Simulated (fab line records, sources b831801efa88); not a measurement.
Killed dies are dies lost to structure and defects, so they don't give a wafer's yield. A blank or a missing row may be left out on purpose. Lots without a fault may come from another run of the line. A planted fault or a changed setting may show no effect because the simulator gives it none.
Which tool did it? | flow sky130 | 7 lots, 21 wafers sampled, at 1 step of a route of 708

WHAT THE GAUGES READ, wafer by wafer
SKY_FIELD_ISO_CD_MEAS_13: target cd 150 nm.
lot  | measured    | on        | cd_nm (nm)
L523 | day 2 19:04 | cd_sem-02 | 148.2 148.4 148.1
L525 | day 3 03:41 | cd_sem-02 | 148.7 148.5 148.6
L527 | day 3 14:40 | cd_sem-01 | 150.8 151.1 150.6
L533 | day 4 18:52 | cd_sem-01 | 145.8 148.1 148.1
L535 | day 5 05:13 | cd_sem-02 | 151.7 151.9 152.5
L538 | day 5 21:40 | cd_sem-02 | 149.4 148.8 149.1
L543 | day 7 06:14 | cd_sem-02 | 149.0 149.6 148.9

WHICH TOOL RAN EACH LOT (tool, then ch and the chambers of the sampled wafers, then the start)
The record holds no process step before these readings.

THE ANSWER, worked out from the rows above alone
Rule: what is usual is taken from the lots themselves. Put in order of their means at a reading, lots are off if they are a third of the lots or fewer, leave a main group of 4 or more, and stand apart from it by a gap of 3 or more times the standard deviation of the main group's means; of several such gaps the widest counts. A main group whose means are all the same, to the digits that the tables above print for the reading, isn't used. A lot without any number at a reading at which 4 lots or more have one is off too. The other lots that the step has rows for count as sound.
No lot is off at any reading shown: from this, nothing can be told.

WHAT THE SIMULATOR HAD PUT IN
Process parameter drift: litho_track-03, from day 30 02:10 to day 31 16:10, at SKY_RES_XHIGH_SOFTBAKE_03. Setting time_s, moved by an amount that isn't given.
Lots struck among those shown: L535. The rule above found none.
